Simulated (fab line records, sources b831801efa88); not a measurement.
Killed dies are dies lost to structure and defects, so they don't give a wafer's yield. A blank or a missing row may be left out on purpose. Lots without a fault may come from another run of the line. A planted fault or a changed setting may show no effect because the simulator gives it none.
Chamber matching | flow sky130 | SKY_CONTACT_CVD_00 on pecvd-01: 3 sister chambers
The step deposits Si3N4, target thk 75 nm. 6 wafers are shown with their chamber, then 7 later ones without.

WAFERS WITH THEIR CHAMBER
wafer  | chamber | heater_power_w (W) | susceptor_temp_C (C)
L724.6 | 0       | 762                | 400.24
L729.6 | 1       | 757                | 400.20
L733.4 | 2       | 648                | 399.81
L733.5 | 2       | 655                | 399.99
L736.1 | 1       | 777                | 400.16
L736.4 | 0       | 741                | 399.97

WAFERS WITHOUT THEIR CHAMBER
wafer  | heater_power_w (W) | susceptor_temp_C (C)
L736.5 | 668                | 400.11
L737.2 | 716                | 400.17
L737.5 | 747                | 400.40
L737.6 | 723                | 400.16
L741.2 | 689                | 400.44
L741.4 | 832                | 400.25
L741.6 | 726                | 400.42

WHICH CHAMBER EACH WENT THROUGH
wafer  | from the rows above          | in truth
L736.5 | 2                            | 2
L737.2 | can't be placed: 0 or 1      | 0
L737.5 | can't be placed: 0 or 1      | 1
L737.6 | can't be placed: 0 or 1      | 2
L741.2 | can't be placed: 2 or 0 or 1 | 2
L741.4 | can't be placed: 1 or 0      | 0
L741.6 | can't be placed: 0 or 1      | 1
Placed correctly: 1 of 7. Can't be placed from these rows: 6 (the true chamber is among the candidates in 5). Placed wrongly: 0.
How it was worked out, from the rows above alone: a wafer's distance from a chamber is the root of the sum, over the readings, of the square of ((its reading less the chamber's mean) divided by the reading's scatter). The wafer belongs to the nearest chamber; if the next one is less than 2 further off, it can't be placed. A chamber's mean is the mean of its shown wafers. The scatter: the root of (the sum of the squares of (reading less its chamber's mean) over the shown wafers, divided by (wafers less chambers)).
